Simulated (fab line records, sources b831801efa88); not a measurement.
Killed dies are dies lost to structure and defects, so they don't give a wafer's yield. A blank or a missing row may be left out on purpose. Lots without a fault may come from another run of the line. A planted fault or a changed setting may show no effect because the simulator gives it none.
fab line records | flow sky130
record lots=6 wafers=18 last_day=51
route steps=708 shown LI_CONTACT@381 LOCAL_INTERCONNECT@387 PAD_OPEN@708
lots that met no fault: from a run of the same line without faults
start_h: hours from the record's first day to the start of the lot's first wafer shown | wait_h: hours since the lot's step before | " the same as in the row above | L1.1+2: a row that stands for several wafers | - no value, or no start given | * or withheld: withheld | < > ~ a bound
route shown NAME@n: a module of which the file shows steps, and the number in the route of the first | usual: mean/standard deviation of fault-free wafers | same: alike in all rows | chamber/n: place in a boat | sites: the reading at each site | _std_site: their standard deviation | _edge_site: outer sites' mean less inner sites' | radius_mm: how far each site lies from the wafer's centre | mask NAME#n: copy n | behind: the tool/chamber that last shaped the wafer | hold: why the lot was held/for how many hours/how that ended | device: the transistor (n, p or np) that didn't switch | end of line: the same wafers' tests at the end of the route | a step without rows: its recipe alone | killed: dies lost to structure and defects at the first sort, not the wafer's yield | map: a wafer's dies, x killed, . not, _ none there
set.NAME: the setting as run; set.NAME@STEP: as run at that earlier step | model.NAME: the simulator's own value behind a step, which no gauge read
lots at some steps of the route; a table a step, a row a wafer
services: from which hour (start_h, from the record's first day; less than 0 if before it) a tool's chamber was out of use, for how many hours, and why
## steps
# step SKY_LI_CONTACT_SPUTTER_19
# recipe material=Ti target_thk_nm=20 chamber_pressure_pa=5 power_w=2500 substrate_temp_c=200 time_s=106.37
# usual throttle_valve_pct=30.0/0.74
# columns lot.wafer tool chamber start_h wait_h throttle_valve_pct
L824.1 pvd_sputter-01 - 715.77 0.0 29.8
L824.3 " - " " 29.9
L824.4 " - " " 30.1
L834.1 pvd_sputter-01 - 784.38 0.0 29.8
L834.2 " - " " 31.7
L834.5 " - " " 29.9
L835.1 pvd_sputter-04 - 798.72 0.0 30.4
L835.4 " - " " 30.1
L835.6 " - " " 30.6
L837.1 pvd_sputter-01 - 811.67 0.0 30.0
L837.2 " - " " 30.0
L837.5 " - " " 29.9
L838.1 pvd_sputter-01 - 813.92 0.0 30.2
L838.2 " - " " 32.2
L838.6 " - " " 30.1
L844.3 pvd_sputter-04 - 882.12 0.0 30.1
L844.4 " - " " 30.6
L844.5 " - " " 30.3
# step SKY_LI_CONTACT_SPUTTER_20
# recipe material=TiN target_thk_nm=20 chamber_pressure_pa=5 power_w=4000 time_s=80
# step SKY_LI_CONTACT_CVD_21
# recipe material=W target_thk_nm=400 time_s=120.56 temp_c=400 pressure_torr=40
# usual heater_power_outer_w=593/57 heater_power_w=948/100
# columns lot.wafer tool chamber start_h wait_h heater_power_outer_w heater_power_w
L824.1 cvd_w-02 1 715.90 0.0 643 1061
L824.3 " 0 " " 560 872
L824.4 " 1 " " 671 1032
L834.1 cvd_w-01 1 784.52 0.0 532 820
L834.2 " 0 " " 634 986
L834.5 " 0 " " 613 1016
L835.1 cvd_w-01 1 798.85 0.0 533 808
L835.4 " 0 " " 626 1026
L835.6 " 0 " " 624 1034
L837.1 cvd_w-01 0 811.80 0.0 632 1013
L837.2 " 1 " " 523 825
L837.5 " 1 " " 517 828
L838.1 cvd_w-02 1 814.05 0.0 667 1090
L838.2 " 0 " " 558 907
L838.6 " 0 " " 545 881
L844.3 cvd_w-01 1 882.30 0.1 525 810
L844.4 " 0 " " 619 1070
L844.5 " 0 " " 622 1019
# step SKY_LI_CONTACT_RS_MEAS_22
# recipe thk_meas_gauge=four-point-probe reads=W_of_LI_CONTACT_CVD_21+TiN_of_LI_CONTACT_SPUTTER_20+Ti_of_LI_CONTACT_SPUTTER_19
# usual LI_CONTACT_W_RS=0.2845/0.0025
# columns lot.wafer tool chamber start_h wait_h LI_CONTACT_W_RS[ohm/sq]
L824.1 film_metro-02 - 716.03 0.1 0.2915
L824.3 " - " " 0.2877
L824.4 " - " " 0.2862
L834.1 film_metro-04 - 784.64 0.1 0.2845
L834.2 " - " " 0.2865
L834.5 " - " " 0.2844
L835.1 film_metro-03 - 798.98 0.1 0.2798
L835.4 " - " " 0.2826
L835.6 " - " " 0.2818
L837.1 film_metro-03 - 811.93 0.1 0.2863
L837.2 " - " " 0.2898
L837.5 " - " " 0.2880
L838.1 film_metro-02 - 814.18 0.1 0.2865
L838.2 " - " " 0.2858
L838.6 " - " " 0.2889
L844.3 film_metro-02 - 882.42 0.1 0.2845
L844.4 " - " " 0.2798
L844.5 " - " " 0.2807
# step SKY_LI_CONTACT_THK_MEAS_23
# recipe thk_meas_gauge=xrf reads=W_of_LI_CONTACT_CVD_21
# usual LI_CONTACT_W_THK=392/4.4
# columns lot.wafer tool chamber start_h wait_h LI_CONTACT_W_THK[nm]
L824.1 film_metro-02 - 716.15 0.1 378
L824.3 " - " " 385
L824.4 " - " " 386
L834.1 film_metro-04 - 784.76 0.1 391
L834.2 " - " " 386
L834.5 " - " " 391
L835.1 film_metro-03 - 799.10 0.1 401
L835.4 " - " " 394
L835.6 " - " " 398
L837.1 film_metro-03 - 812.05 0.1 388
L837.2 " - " " 388
L837.5 " - " " 391
L838.1 film_metro-02 - 814.30 0.1 389
L838.2 " - " " 388
L838.6 " - " " 387
L844.3 film_metro-02 - 882.52 0.1 388
L844.4 " - " " 397
L844.5 " - " " 395
# step SKY_LI_CONTACT_CMP_24
# recipe stop_on=PSG t_overpolish_s=20 down_force_psi=3.5 platen_rpm=60 target_thk_nm=0 pad_velocity_m_s=0.94248
# usual head_pressure_psi=3.499/0.0086 motor_current_A=11.4/1.2 overpolish_run_s=20.000/0.0089 time_to_endpoint_s=98/3.5
# columns lot.wafer tool chamber start_h wait_h head_pressure_psi motor_current_A overpolish_run_s time_to_endpoint_s
L824.4 cmp-01 3 716.21 0.0 3.497 10.0 20.006 98
L824.3 " 0 " " 3.485 11.6 20.002 99
L824.1 " 1 " " 3.498 12.8 19.990 97
L834.1 cmp-02 2 785.02 0.2 3.495 9.5 20.004 95
L834.2 " 3 " " 3.483 11.3 19.992 98
L834.5 " 1 " " 3.503 11.5 20.008 98
L835.4 cmp-01 2 799.21 0.1 3.500 11.5 20.013 101
L835.1 " 3 " " 3.514 9.7 20.000 102
L835.6 " 2 " " 3.495 11.4 20.007 97
L837.2 cmp-01 3 812.11 0.0 3.508 9.5 20.004 98
L837.1 " 1 " " 3.497 13.3 19.996 95
L837.5 " 0 " " 3.498 12.0 20.005 96
L838.2 cmp-01 1 814.36 0.0 3.506 13.1 19.996 97
L838.1 " 3 " " 3.513 9.2 19.998 100
L838.6 " 1 " " 3.501 13.0 20.004 100
L844.4 cmp-02 3 882.56 0.0 3.509 10.4 19.996 96
L844.3 " 1 " " 3.491 12.2 20.004 94
L844.5 " 3 " " 3.497 11.3 19.987 95
# step SKY_LOCAL_INTERCONNECT_SPUTTER_00
# recipe material=TiN target_thk_nm=100 temp_c=300 power_w=6500 time_s=83.3 chamber_pressure_pa=0.4
# usual throttle_valve_pct=29.5/0.79
# columns lot.wafer tool chamber start_h wait_h throttle_valve_pct
L824.1 pvd_sputter-03 - 716.53 0.2 29.0
L824.3 " - " " 30.4
L824.4 " - " " 29.7
L834.1 pvd_sputter-04 - 785.22 0.1 29.6
L834.2 " - " " 30.1
L834.5 " - " " 28.9
L835.1 pvd_sputter-03 - 799.46 0.1 29.4
L835.4 " - " " 29.4
L835.6 " - " " 29.5
L837.1 pvd_sputter-03 - 812.41 0.1 29.6
L837.2 " - " " 29.5
L837.5 " - " " 29.5
L838.1 pvd_sputter-04 - 814.66 0.1 28.9
L838.2 " - " " 30.1
L838.6 " - " " 29.6
L844.3 pvd_sputter-03 - 882.86 0.1 29.8
L844.4 " - " " 29.2
L844.5 " - " " 30.2
# step SKY_LOCAL_INTERCONNECT_RS_MEAS_01
# recipe thk_meas_gauge=four-point-probe reads=TiN_of_LOCAL_INTERCONNECT_SPUTTER_00
# usual LOCAL_INTERCONNECT_TIN_RS=14.17/0.16
# columns lot.wafer tool chamber start_h wait_h LOCAL_INTERCONNECT_TIN_RS[ohm/sq]
L824.1 film_metro-04 - 716.59 0.0 14.06
L824.3 " - " " 14.17
L824.4 " - " " 14.28
L834.1 film_metro-02 - 785.28 0.0 13.93
L834.2 " - " " 13.95
L834.5 " - " " 14.08
L835.1 film_metro-04 - 799.52 0.0 14.42
L835.4 " - " " 14.52
L835.6 " - " " 14.43
L837.1 film_metro-02 - 812.47 0.0 14.24
L837.2 " - " " 14.09
L837.5 " - " " 14.22
L838.1 film_metro-01 - 814.74 0.0 14.51
L838.2 " - " " 14.36
L838.6 " - " " 14.52
L844.3 film_metro-01 - 882.96 0.1 14.21
L844.4 " - " " 14.09
L844.5 " - " " 14.10
# step SKY_LOCAL_INTERCONNECT_THK_MEAS_02
# recipe thk_meas_gauge=xrf reads=TiN_of_LOCAL_INTERCONNECT_SPUTTER_00
# usual LOCAL_INTERCONNECT_TIN_THK=101.3/1.3
# columns lot.wafer tool chamber start_h wait_h LOCAL_INTERCONNECT_TIN_THK[nm]
L824.1 film_metro-04 - 716.71 0.1 101.7
L824.3 " - " " 100.6
L824.4 " - " " 99.9
L834.1 film_metro-02 - 785.40 0.1 103.1
L834.2 " - " " 103.4
L834.5 " - " " 102.8
L835.1 film_metro-04 - 799.64 0.1 99.0
L835.4 " - " " 97.9
L835.6 " - " " 99.1
L837.1 film_metro-02 - 812.59 0.1 101.9
L837.2 " - " " 103.1
L837.5 " - " " 102.0
L838.1 film_metro-01 - 814.86 0.1 98.5
L838.2 " - " " 99.2
L838.6 " - " " 98.3
L844.3 film_metro-01 - 883.06 0.1 100.8
L844.4 " - " " 101.4
L844.5 " - " " 101.2
# step SKY_LOCAL_INTERCONNECT_DEHYDRATE_03
# recipe temp_c=200 time_s=60
# step SKY_LOCAL_INTERCONNECT_HMDS_04
# recipe prime_time_s=60 prime_temp_c=120
# step SKY_LOCAL_INTERCONNECT_COAT_05
# recipe resist=BARC temp_c=withheld time_s=withheld spin_rpm=3000 resist_thk_nm=60
# step SKY_LOCAL_INTERCONNECT_COAT_06
# recipe resist=KrF-thick spin_rpm=3000 resist_thk_nm=450
# usual spin_speed_rpm=2999.5/1.9
# columns lot.wafer tool chamber start_h wait_h spin_speed_rpm model.KrF-thick_of_LOCAL_INTERCONNECT_COAT_06.thk_nm
L824.1 litho_track-04 0 729 - 3000.3 450.7
L824.3 " 0 " " 2999.8 451.2
L824.4 " 0 " " 2999.4 450.2
L834.1 litho_track-02 0 798 - 3000.9 448
L834.2 " 0 " " 2996.1 447.2
L834.5 " 0 " " 3001.8 447.3
L835.1 litho_track-04 0 812 - 2926.8 459.3
L835.4 " 0 " " 2924.4 457.8
L835.6 " 0 " " 2924.7 455.9
L837.1 litho_track-04 0 825 - 2923.5 455.9
L837.2 " 0 " " 2924.3 456.2
L837.5 " 0 " " 2925.7 455.4
L838.1 litho_track-03 0 827 - 3000.1 447.9
L838.2 " 0 " " 3000.3 447.5
L838.6 " 0 " " 3000.2 448.1
L844.3 litho_track-02 0 895 - 3002.8 449.1
L844.4 " 0 " " 3002.3 449.7
L844.5 " 0 " " 3004.4 449
# step SKY_LOCAL_INTERCONNECT_SOFTBAKE_07
# recipe temp_c=100 time_s=90 resist=KrF-thick
# step SKY_LOCAL_INTERCONNECT_EXPOSE_08
# recipe mask_id=LI1M na=0.8 source_shape=annular sigma_inner=0.55 sigma_outer=0.85 target_cd_nm=170 dose_mj=28
# step SKY_LOCAL_INTERCONNECT_PEB_09
# recipe peb_temp_c=withheld peb_time_s=withheld resist=KrF-thick
# step SKY_LOCAL_INTERCONNECT_DEVELOP_10
# recipe develop_time_s=60 resist=KrF-thick dev_temp_c=21
# step SKY_LOCAL_INTERCONNECT_CD_MEAS_11
# recipe target_cd_nm=170
# usual cd_nm=169.6/1.6
# columns lot.wafer tool chamber start_h wait_h cd_nm
L824.1 cd_sem-02 - 743.79 - 170.2
L824.3 " - " " 170.9
L824.4 " - " " 170.8
L834.1 cd_sem-02 - 812.32 - 168.1
L834.2 " - " " 168.1
L834.5 " - " " 167.3
L835.1 cd_sem-02 - 826.34 - 168.9
L835.4 " - " " 169.7
L835.6 " - " " 169.6
L837.1 cd_sem-01 - 839.09 - 172.0
L837.2 " - " " 170.5
L837.5 " - " " 170.1
L838.1 cd_sem-02 - 840.84 - 169.8
L838.2 " - " " 171.2
L838.6 " - " " 171.8
L844.3 cd_sem-01 - 908.56 - 170.1
L844.4 " - " " 169.9
L844.5 " - " " 170.1
# step SKY_LOCAL_INTERCONNECT_OVL_MEAS_12
# usual LOCAL_INTERCONNECT_OVL=1/6.2
# columns lot.wafer tool chamber start_h wait_h LOCAL_INTERCONNECT_OVL[nm]
L824.1 overlay-01 - 743.91 0.1 4
L824.3 " - " " 2
L824.4 " - " " -2
L834.1 overlay-02 - 812.44 0.1 -6
L834.2 " - " " -9
L834.5 " - " " 2
L835.1 overlay-01 - 826.46 0.1 7
L835.4 " - " " 5
L835.6 " - " " 10
L837.1 overlay-01 - 839.21 0.1 9
L837.2 " - " " 8
L837.5 " - " " 8
L838.1 overlay-02 - 840.96 0.1 2
L838.2 " - " " -2
L838.6 " - " " -3
L844.3 overlay-01 - 908.65 0.1 -2
L844.4 " - " " 5
L844.5 " - " " 9
# step SKY_LOCAL_INTERCONNECT_ETCH_13
# recipe chemistry=N2/H2 target=BARC ion_energy_ev=200 bias_w=100 pressure_mtorr=30 n2_flow_sccm=100 h2_flow_sccm=200 icp_w=510.2 stop_on=SiO2 time_s=45.9 target_depth_a=600
# usual drypump_motor_current_A=5.7/0.37 oes_product_au=0.854/0.005 throttle_valve_pct=13.224/0.0094
# columns lot.wafer tool chamber start_h wait_h drypump_motor_current_A oes_product_au rf_hours_counter_h throttle_valve_pct
L824.1 rie_metal-01 0 743.94 0.0 6.1 0.847 13 13.225
L824.3 " 0 " " 6.1 0.861 - 13.221
L824.4 " 1 " " 5.8 0.847 - 13.228
L834.1 rie_metal-01 0 812.47 0.0 6.1 0.859 1 13.216
L834.2 " 1 " " 5.8 0.857 9 13.227
L834.5 " 0 " " 6.1 0.855 - 13.210
L835.1 rie_metal-01 1 826.49 0.0 5.8 0.846 9 13.220
L835.4 " 0 " " 6.1 0.848 - 13.239
L835.6 " 1 " " 5.8 0.847 - 13.221
L837.1 rie_metal-02 1 839.24 0.0 5.4 0.859 6 13.224
L837.2 " 0 " " 6.2 0.844 1 13.219
L837.5 " 0 " " 6.2 0.851 - 13.232
L838.1 rie_metal-04 1 840.99 0.0 5.3 0.858 10 13.213
L838.2 " 0 " " 6.1 0.858 2 13.222
L838.6 " 1 " " 5.3 0.855 - 13.223
L844.3 rie_metal-02 1 908.69 0.0 5.4 0.850 - 13.226
L844.4 " 0 " " 6.2 0.868 - 13.222
L844.5 " 1 " " 5.4 0.856 - 13.222
# step SKY_LOCAL_INTERCONNECT_METAL_ETCH_14
# recipe target_depth_nm=110 stop_on=PSG chemistry=Cl2/BCl3 target=TiN resist_sidewall_deg=88 pressure_mtorr=10 icp_w=900 bias_w=48.5 Cl2_flow_sccm=60 bcl3_flow_sccm=30 time_s=31.4
# usual bcl3_flow_sccm=30.00/0.093 drypump_motor_current_A=5.7/0.37 oes_product_au=0.941/0.0075 throttle_valve_pct=21.902/0.0099
# columns lot.wafer tool chamber start_h wait_h bcl3_flow_sccm drypump_motor_current_A oes_product_au rf_hours_counter_h throttle_valve_pct model.KrF-thick_of_LOCAL_INTERCONNECT_COAT_06.thk_nm
L824.1 rie_metal-01 0 744.03 0.1 29.92 6.1 0.943 13 21.903 346.8
L824.3 " 0 " " 29.82 6.1 0.945 - 21.898 346.5
L824.4 " 1 " " 30.17 5.8 0.934 - 21.917 347.2
L834.1 rie_metal-01 0 812.54 0.0 30.12 6.0 0.953 1 21.883 344.5
L834.2 " 1 " " 30.10 5.8 0.947 9 21.903 345.8
L834.5 " 0 " " 30.24 6.1 0.946 - 21.907 343.7
L835.1 rie_metal-01 1 826.56 0.0 30.03 5.8 0.930 10 21.906 357.3
L835.4 " 0 " " 30.12 6.1 0.929 - 21.921 354.3
L835.6 " 1 " " 30.03 5.8 0.931 - 21.906 354.3
L837.1 rie_metal-02 1 839.31 0.0 30.04 5.4 0.934 6 21.902 353.1
L837.2 " 0 " " 30.06 6.2 0.948 1 21.893 354.3
L837.5 " 0 " " 29.91 6.2 0.942 - 21.908 353.4
L838.1 rie_metal-04 1 841.06 0.0 29.97 5.3 0.933 10 21.918 346.5
L838.2 " 0 " " 29.64 6.1 0.936 2 21.884 345.3
L838.6 " 1 " " 30.13 5.3 0.922 - 21.917 346.9
L844.3 rie_metal-02 1 908.75 0.0 30.08 5.4 0.933 - 21.902 346.5
L844.4 " 0 " " 29.96 6.2 0.945 - 21.897 348
L844.5 " 1 " " 30.04 5.4 0.935 - 21.887 346.1
# step SKY_LOCAL_INTERCONNECT_STRIP_15
# recipe chemistry=O2/N2 power_w=1400 pressure_mtorr=1500 platen_temp_c=withheld o2_flow_sccm=3000 n2_flow_sccm=300 overash_fraction=0.5
# usual drypump_motor_current_A=6.1/0.38 oes_product_au=0.426/0.0044 strip_time_to_endpoint_s=4.702/0.019
# columns lot.wafer tool chamber start_h wait_h drypump_motor_current_A oes_product_au rf_hours_counter_h strip_time_to_endpoint_s
L824.1 plasma_asher-02 0 744.10 0.0 6.4 0.413 63 4.697
L824.3 " 1 " " 5.8 0.425 - 4.674
L824.4 " 0 " " 6.3 0.433 - 4.693
L834.1 plasma_asher-04 0 812.59 0.0 6.4 0.426 100 4.671
L834.2 " 1 " " 5.8 0.419 100 4.697
L834.5 " 1 " " 5.8 0.421 - 4.684
L835.1 plasma_asher-02 1 826.61 0.0 5.8 0.426 72 4.802
L835.4 " 1 " " 5.8 0.431 - 4.786
L835.6 " 0 " " 6.3 0.434 - 4.786
L837.1 plasma_asher-03 0 839.36 0.0 6.5 0.424 9 4.772
L837.2 " 1 " " 5.4 0.431 9 4.770
L837.5 " 0 " " 6.6 0.431 - 4.775
L838.1 plasma_asher-02 1 841.11 0.0 5.8 0.424 73 4.717
L838.2 " 0 " " 6.3 0.426 73 4.696
L838.6 " 0 " " 6.3 0.426 - 4.713
L844.3 plasma_asher-04 1 908.82 0.1 5.8 0.430 - 4.698
L844.4 " 0 " " 6.4 0.426 - 4.715
L844.5 " 1 " " 5.8 0.423 - 4.693
# step SKY_LOCAL_INTERCONNECT_STRIP_16
# recipe chemistry=post_etch_residue_remover time_s=1200 temp_c=72.5
# step SKY_PAD_OPEN_PROBE_99
# usual killed_at_M0_to_M3=43/6.8 killed_at_M4_up=3.1/1.8 killed_at_contacts=25/5.8 killed_at_front_end=15/4.2 killed_at_other=0.3/0.5 killed_dies=87/9.7 killed_open=47/7.3 killed_short=39/6.6
# same gross_dies=492 killed_at_back_side=0
# columns lot.wafer tool chamber start_h wait_h killed_at_M0_to_M3 killed_at_M4_up killed_at_contacts killed_at_front_end killed_at_other killed_dies killed_open killed_short
L838.1 prober-01 - 1175.64 0.1 48 2 35 19 0 104 55 49
L838.2 prober-01 - 1175.69 0.1 46 1 24 15 1 87 40 47
L838.6 prober-01 - 1175.89 0.2 36 3 45 15 0 99 46 53
# killed by level:class
L838.1 LI_CONTACT:geometric_particle:open=10 CONTACT:geometric_particle:short=9 CONTACT:geometric_particle:open=9 VIA2:geometric_particle:open=9 VIA1:geometric_particle:open=8 VIA2:geometric_particle:short=6 POLY_GATE:geometric_particle:short=5 METAL2:geometric_particle:short=5
L838.2 VIA1:geometric_particle:open=11 LI_CONTACT:geometric_particle:open=7 METAL1:geometric_particle:short=7 LI_CONTACT:geometric_particle:short=6 LOCAL_INTERCONNECT:geometric_particle:short=6 METAL2:geometric_particle:short=6 FIELD_ISO:geometric_particle:open=5 VIA2:geometric_particle:short=5
L838.6 CONTACT:geometric_particle:open=17 LI_CONTACT:geometric_particle:open=9 METAL2:geometric_particle:short=8 METAL1:geometric_particle:short=7 POLY_GATE:geometric_particle:short=6 LI_CONTACT:geometric_particle:short=6 LOCAL_INTERCONNECT:geometric_particle:short=6 CONTACT:geometric_particle:short=6
## services
# columns tool chamber start_h hours kind
cmp-01 - 710.28 4.2 repair
pvd_sputter-03 - 712.14 4.3 repair
cmp-01 - 713.53 0.2 repair
rie_metal-02 - 730.53 1.6 repair
cmp-02 - 736.40 2.8 repair
cvd_w-02 - 738.13 6.9 pm
cmp-02 - 744.05 4.0 pm
cvd_w-01 - 745.03 14.6 pm
rie_metal-02 - 748.32 1.4 repair
cmp-01 - 753.75 0.5 repair
cmp-01 - 754.23 2.7 repair
cmp-02 - 777.26 5.2 pm
plasma_asher-04 - 787.98 3.2 repair
cvd_w-02 - 799.67 2.8 pm
pvd_sputter-01 - 818.93 2.9 repair
cmp-01 - 843.77 1.6 repair
cmp-01 - 848.98 0.4 repair
rie_metal-02 1 849.39 1.5 repair
cmp-01 - 850.55 4.6 pm
cvd_w-01 1 863.11 6.3 repair
cvd_w-01 - 866.41 0.7 repair
pvd_sputter-03 - 869.41 4.9 repair
pvd_sputter-01 - 874.92 3.5 repair
cvd_w-01 - 904.00 14.0 pm
## key
first_sign step=SKY_LOCAL_INTERCONNECT_COAT_06 reading=spin_speed_rpm direction=down sigmas=39 usual=2999.5 struck=2924.9
effect step=SKY_LOCAL_INTERCONNECT_STRIP_15 reading=strip_time_to_endpoint_s direction=up sigmas=4.1 usual=* struck=*
model_effect step=SKY_LOCAL_INTERCONNECT_COAT_06 value=KrF-thick_of_LOCAL_INTERCONNECT_COAT_06.thk_nm without=451 struck=456.8
model_effect step=SKY_LOCAL_INTERCONNECT_METAL_ETCH_14 value=KrF-thick_of_LOCAL_INTERCONNECT_COAT_06.thk_nm without=348.7 struck=354.4
met_at SKY_LOCAL_INTERCONNECT_COAT_06
struck_wafers L835.1,L835.4,L835.6,L837.1,L837.2,L837.5
tester_left_out L835,L837
onset_between 729 812
fault kind=process_parameter_drift tool=litho_track-04 chamber=- onset_h=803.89 steps=SKY_LOCAL_INTERCONNECT_COAT_06 channel=spin_rpm offset=-74.86 shape=step end_h=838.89 acts_in=these_recipes_only stated=3000
# tester_left_out: of these lots the tester's yield and bins aren't shown, on N5 and GAA mostly nor the transistor test; their killed dies are dies lost to structure and defects alone, not to doping, threshold or leakage, so they don't give the yield
